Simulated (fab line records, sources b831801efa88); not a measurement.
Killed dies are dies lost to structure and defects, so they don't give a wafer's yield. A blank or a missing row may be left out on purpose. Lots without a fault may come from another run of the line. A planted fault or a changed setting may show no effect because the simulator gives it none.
A struck lot beside a sound one | flow sky130 | 15 steps out of a route of 708
Sound: wafers L924.2, L924.3, L924.6. Struck: wafers L919.2, L919.3, L919.6. The cause comes at the end.
At each step with rows: each side's tool, then ch and its chambers, then its first start. Under that, the readings that differ: sound wafers | struck wafers | difference of the means | sigmas: that difference in standard deviations of wafers without a fault.
alike: readings whose means differ by less than 2 such deviations, and words and numbers that are the same on both sides. not compared: withheld readings, readings that some wafer has no value for, bounds like >300 that may hide the same value, and numbers for which the record gives no deviation and whose values overlap.
The two part at a step that has a row with sigmas, a row that says differs or no value, or rows on one side only. Numbers that don't overlap but have no deviation are shown without sigmas and don't part them. A reading that every wafer of one side lacks parts them only if that side has two wafers or more.

first, 4 steps without rows for these wafers: SKY_LI_CONTACT_SOFTBAKE_08 (time 90 s); SKY_LI_CONTACT_EXPOSE_09 (exposes mask LICM1, target cd 170 nm); SKY_LI_CONTACT_PEB_10; SKY_LI_CONTACT_DEVELOP_11 (develop time 60 s).
SKY_LI_CONTACT_CD_MEAS_12: target cd 170 nm.
  sound on cd_sem-02, day 33 09:04; struck on cd_sem-02, day 32 03:16
  alike: cd_nm
SKY_LI_CONTACT_OVL_MEAS_13:
  sound on overlay-01, day 33 09:10; struck on overlay-01, day 32 03:22
  alike: LI_CONTACT_OVL
SKY_LI_CONTACT_ETCH_14: etches BARC in N2/H2, stops on SiO2, time 45.9 s, target depth 60 nm.
  sound on rie_diel-02 ch 1,3, day 33 09:11; struck on rie_diel-03 ch 0,1, day 32 03:23
  alike: drypump_motor_current_A, oes_product_au, throttle_valve_pct
  not compared: rf_hours_counter_h
SKY_LI_CONTACT_ETCH_15: etches PSG in C4F8/O2/Ar, stops on Si, target depth 600 nm.
  sound on rie_diel-02 ch 1,3, day 33 09:14; struck on rie_diel-03 ch 0,1, day 32 03:26
  alike: oes_product_au
SKY_LI_CONTACT_STRIP_16: strips in O2/N2.
  sound on plasma_asher-04 ch 0,1, day 33 09:19; struck on plasma_asher-04 ch 0,1, day 32 03:31
  reading                      | sound             | struck            | difference | sigmas
  strip_time_to_endpoint_s (s) | 3.482 3.428 3.450 | 3.490 3.524 3.510 | +0.055     | +2
  alike: drypump_motor_current_A, oes_product_au
  not compared: rf_hours_counter_h
then, 2 steps without rows for these wafers: SKY_LI_CONTACT_CLEAN_17 (cleans in NMP, time 600 s); SKY_LI_CONTACT_PRE_CLEAN_18 (time 5.6 s).
SKY_LI_CONTACT_SPUTTER_19: material Ti, target thk 20 nm, time 106.37 s.
  sound on pvd_sputter-04, day 33 09:37; struck on pvd_sputter-02, day 32 03:49
  alike: throttle_valve_pct
SKY_LI_CONTACT_SPUTTER_20: material TiN, target thk 20 nm, time 80 s.
  sound on pvd_sputter-04, day 33 09:41; struck on pvd_sputter-02, day 32 03:53
  reading                                        | sound          | struck            | difference | sigmas
  model.TiN_of_LI_CONTACT_SPUTTER_20.thk_nm (nm) | 19.87 20.05 20 | 6.168 6.144 6.247 | -13.787    |
  alike: throttle_valve_pct
SKY_LI_CONTACT_CVD_21: deposits W, target thk 400 nm, time 120.56 s.
  sound on cvd_w-01 ch 0,1, day 33 09:45; struck on cvd_w-01 ch 0,1, day 32 03:57
  alike: heater_power_w
-- the record jumps here: 16 days lie between the struck wafers' starts before and after (it left off in module LI_CONTACT and takes up again in module PAD_OPEN, whose first step shown is number 708 of the route) --
SKY_PAD_OPEN_PROBE_99:
  sound on prober-01, day 48 19:22; struck on prober-02, day 47 21:24
  reading                                 | sound             | struck            | difference | sigmas
  model.etest.licon_ndiff.rc_ohm          | 182.4 173.6 185.7 | 377.5 371 351.7   | +186.2     |
  model.etest.nfet_g5v0d10v5.r_on_ohm_um  | 1910 1898 1908    | 2028 2046 2037    | +132       |
  model.etest.licon_pdiff.rc_ohm          | 620.5 594.8 585.8 | 762.2 767.8 727.2 | +152.0     |
  model.etest.nfet_01v8.r_on_ohm_um       | 859 840.4 855.5   | 980.5 994.7 999.1 | +139.8     |
  model.etest.sonos_uncharged.r_on_ohm_um | 814.6 807.3 814.5 | 953.5 956.8 955.9 | +143.3     |
  model.etest.licon_poly.rc_ohm           | 155.1 155 144.7   | 269.2 268.3 269   | +117.2     |
  model.etest.pfet_01v8.r_on_ohm_um       | 2906 2865 2907    | 2970 3007 3011    | +103       |
  alike: killed_at_M0_to_M3, killed_at_M4_up, killed_at_contacts, killed_at_front_end, killed_at_other, killed_dies, killed_open, killed_short
  not compared: model.etest.pfet_g5v0d10v5.r_on_ohm_um

WHERE THEY PART
Only at SKY_LI_CONTACT_STRIP_16, within this record. Later steps at which nothing parts them and some readings are alike: SKY_LI_CONTACT_SPUTTER_19, SKY_LI_CONTACT_SPUTTER_20, SKY_LI_CONTACT_CVD_21, SKY_PAD_OPEN_PROBE_99.

WHY: what the simulator had put in
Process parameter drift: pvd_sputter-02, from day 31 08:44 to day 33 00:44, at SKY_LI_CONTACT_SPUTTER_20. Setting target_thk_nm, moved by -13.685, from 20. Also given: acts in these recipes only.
